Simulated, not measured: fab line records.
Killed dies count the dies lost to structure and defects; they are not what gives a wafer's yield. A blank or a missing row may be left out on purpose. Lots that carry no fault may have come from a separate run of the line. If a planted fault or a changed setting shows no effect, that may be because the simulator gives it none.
The tool behind it: which one? -- flow sky130 -- Sampling: 15 lots, 45 wafers, 2 of 708 route steps

WHAT THE GAUGES READ, wafer by wafer
Not one reading of a measure or inspect step in the record can be checked against a usual standard deviation.

WHAT TOOL EACH LOT RAN ON (gives the tool, then ch and the chambers of the sampled wafers, and finally the start)
lot,SKY_METAL5_METAL_ETCH_15,SKY_PAD_OPEN_PROBE_99
L841,"rie-metal-01 ch 0,1, day 43 19:55",-
L842,"rie-metal-02 ch 0,1, day 44 01:42",-
L845,"rie-metal-02 ch 0,1, day 45 13:08","prober-02, day 47 09:01"
L852,"rie-metal-02 ch 0,1, day 46 21:42","prober-01, day 48 16:29"
L850,"rie-metal-01 ch 0,1, day 46 23:24","prober-02, day 48 17:58"
L851,"rie-metal-02 ch 0,1, day 47 00:15","prober-01, day 48 19:04"
L853,"rie-metal-03 ch 0,1, day 47 06:16",-
L855,"rie-metal-01 ch 0,1, day 47 16:27",-
L856,"rie-metal-03 ch 0,1, day 47 16:59",-
L858,"rie-metal-03 ch 0,1, day 47 22:34","prober-01, day 49 14:20"
L859,"rie-metal-01 ch 0,1, day 48 09:12","prober-02, day 50 00:29"
L861,"rie-metal-01 ch 0,1, day 49 03:33",-
L863,"rie-metal-03 ch 0,1, day 49 06:42",-
L862,"rie-metal-02 ch 0,1, day 49 08:03","prober-02, day 50 21:55"
L864,"rie-metal-02 ch 0,1, day 49 11:09",-
- SKY_METAL5_METAL_ETCH_15: etches the open film in Cl2/BCl3, stops on SiO2, target depth 1260 nm, time 252 s.
- SKY_PAD_OPEN_PROBE_99

WHAT THE TOOLS THEMSELVES READ (means of the sampled wafers that have a number; where no wafer has one, the mark that the record gives instead)
SKY_METAL5_METAL_ETCH_15. Usual: drypump-motor-current-A 5.8 A, standard deviation 0.42; oes-product-au 0.895 a.u., standard deviation 0.0055; throttle-valve-pct 22.264 %, standard deviation 0.0099.
lot,tool,drypump-motor-current-A (A),oes-product-au (a.u.),throttle-valve-pct (%),flag
L841,rie-metal-01,5.8,0.891,22.268,
L842,rie-metal-02,6.3,0.896,22.260,
L845,rie-metal-02,6.3,0.892,22.270,
L852,rie-metal-02,6.1,0.893,22.263,
L850,rie-metal-01,5.6,0.890,22.254,
L851,rie-metal-02,6.2,0.893,22.262,
L853,rie-metal-03,5.4,0.890,22.284,
L855,rie-metal-01,5.6,0.895,22.266,
L856,rie-metal-03,5.3,0.896,22.255,
L858,rie-metal-03,5.4,0.894,22.258,
L859,rie-metal-01,5.6,0.897,22.261,
L861,rie-metal-01,5.6,0.891,22.257,
L863,rie-metal-03,5.3,0.894,22.250,
L862,rie-metal-02,6.3,0.893,22.256,
L864,rie-metal-02,6.1,0.896,22.271,

SKY_PAD_OPEN_PROBE_99. Usual: defect-limited-yield 82.7 %, standard deviation 1.9; killed_at_M0_to_M3 43, standard deviation 6.8; killed_at_M4_up 3.0, standard deviation 1.8; killed-at-contacts 23, standard deviation 5.4; killed-at-front-end 15, standard deviation 4.4; killed-at-other 0.3, standard deviation 0.51; killed-dies 85, standard deviation 9.2; killed-open 47, standard deviation 6.8; killed-short 39, standard deviation 6.8; sort_bin_3_pad_short 0.8 %, standard deviation 0.43; sort_bin_5_function 10.3 %, standard deviation 1.5; sort_bin_6_memory 6.2 %, standard deviation 0.96; sort-n-pass 407, standard deviation 9.2; sort-yield-pct 82.7 %, standard deviation 1.9.
lot,tool,defect-limited-yield (%),killed_at_M0_to_M3,killed_at_M4_up,killed-at-contacts,killed-at-front-end,killed-at-other,killed-dies,killed-open,killed-short,sort_bin_3_pad_short (%),sort_bin_5_function (%),sort_bin_6_memory (%),sort-n-pass,sort-yield-pct (%),flag
L845,prober-02,77.1,35,35.3,27,15,0.3,113,40,40,2.9,13.5,6.4,379,77.1,OFF
L852,prober-01,77.2,44,33.7,19,15,0.3,112,45,37,2.2,14.1,6.4,380,77.2,OFF
L850,prober-02,84.1,41,3.0,22,12,0.3,78,41,37,0.7,9.7,5.4,414,84.1,
L851,prober-01,78.9,38,32.0,21,13,0.7,104,44,31,1.8,13.0,6.3,388,78.9,OFF
L858,prober-01,82.7,46,2.7,17,18,0.7,85,51,34,0.5,9.2,7.5,407,82.7,
L859,prober-02,79.8,50,3.0,26,21,0.0,99,51,49,0.9,11.7,7.6,393,79.8,
L862,prober-02,82.9,41,3.0,23,17,0.0,84,45,39,1.3,10.0,5.8,408,82.9,

THE ANSWER, worked out from the rows above alone
Rule: lot off if the mean of its wafers having a number is beyond 3 standard deviations from the usual mean. Also off: a lot with no number at a reading for which 4 or more lots have one. All remaining lots with rows at the step are treated as sound. After the gauges, taken in route order, come the tools' own readings; for these a lot's mean is taken, as printed above. The first step at which some lot is off is used, and at that step the reading that is off furthest; a lot without a number counts as furthest.
Off, at SKY_PAD_OPEN_PROBE_99 on killed_at_M4_up: L845, L852, L851. Neither off nor sound, because the step has no rows for them: L841, L842, L853, L855, L856, L861, L863, L864.
A tool fits if, at that step or a process step before it, it ran every lot that is off, and no sound lot after the first of them. None of those tried fits.

WHAT THE SIMULATOR HAD INSERTED
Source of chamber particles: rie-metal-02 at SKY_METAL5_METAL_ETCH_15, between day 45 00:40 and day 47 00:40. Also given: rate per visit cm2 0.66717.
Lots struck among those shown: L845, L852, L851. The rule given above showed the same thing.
